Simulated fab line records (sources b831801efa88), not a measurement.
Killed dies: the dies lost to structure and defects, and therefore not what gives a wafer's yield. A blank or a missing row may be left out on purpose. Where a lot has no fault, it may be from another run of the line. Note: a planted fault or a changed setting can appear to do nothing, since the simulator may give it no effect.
One fault seen from 2 desks -- flow gf180mcu -- every desk sees just its own numbers, and what lay behind them comes last

## TOOL OWNER'S DESK, pvd-sputter-04
The tool's own readings at GF_V3_SPUTTER_21 (material Ti, target thk 15 nm, time 80.02 s): means of the sampled wafers that have a number, for each lot that ran on this tool. Any lot whose mean is over 4 standard deviations away from the usual mean is out of limits and marked OUT; that distance is given in the brackets.
Columns: A = cathode-dc-power-W at GF_V3_SPUTTER_21, usual 2500.0 W; B = throttle-valve-pct at GF_V3_SPUTTER_21, usual 30.2 %
lot,first seen here,A,B
L540,day 24 02:53,2499.6,28.6
L543,day 24 19:44,2499.8,30.1
L555,day 28 15:07,2332.5 (-99 or more) OUT,29.2
L557,day 29 02:19,2332.0 (-99 or more) OUT,30.1
Finding of this desk: L555, L557 out of limits; the first was L555 at day 28 15:07, on cathode-dc-power-W at GF_V3_SPUTTER_21. Within limits: L540, L543.

## METROLOGY DESK
What the gauges read, lot by lot, whatever tool the lot ran on: means of the sampled wafers that have a number. Any lot whose mean is over 4 standard deviations away from the usual mean is out of limits and marked OUT; that distance is given in the brackets.
Columns: A = cd-nm at GF_V3_CD_MEAS_14, usual 260.1 nm; B = V3_OVL at GF_V3_OVL_MEAS_15, usual -1 nm
lot,first seen here,A,B
L540,day 24 02:06,256.7,-2
L543,day 24 18:53,259.8,-3
L544,day 25 08:11,260.5,3
L555,day 28 14:17,262.0,2
L557,day 29 01:29,257.8,-1
L558,day 29 11:17,259.4,-6
This desk's finding: nothing out of limits on any of the 6 lots.

## TAKEN TOGETHER
The tool owner's desk had the chance to raise an alarm at day 28 15:07 on L555, L557.
Metrology desk: nothing out of limits seen.
The metrology desk has L555, L557 on record, within its limits.
Every lot named ran GF_V3_SPUTTER_21 on pvd-sputter-04.

## WHAT HAD BEEN PUT IN BY THE SIMULATOR
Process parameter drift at GF_V3_SPUTTER_21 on pvd-sputter-04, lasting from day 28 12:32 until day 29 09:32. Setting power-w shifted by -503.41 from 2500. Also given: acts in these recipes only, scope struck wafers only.
Lots struck among those shown: L555, L557.
Delay in hours, fault start to first out-of-limits reading, by desk: the tool owner's desk at 3.
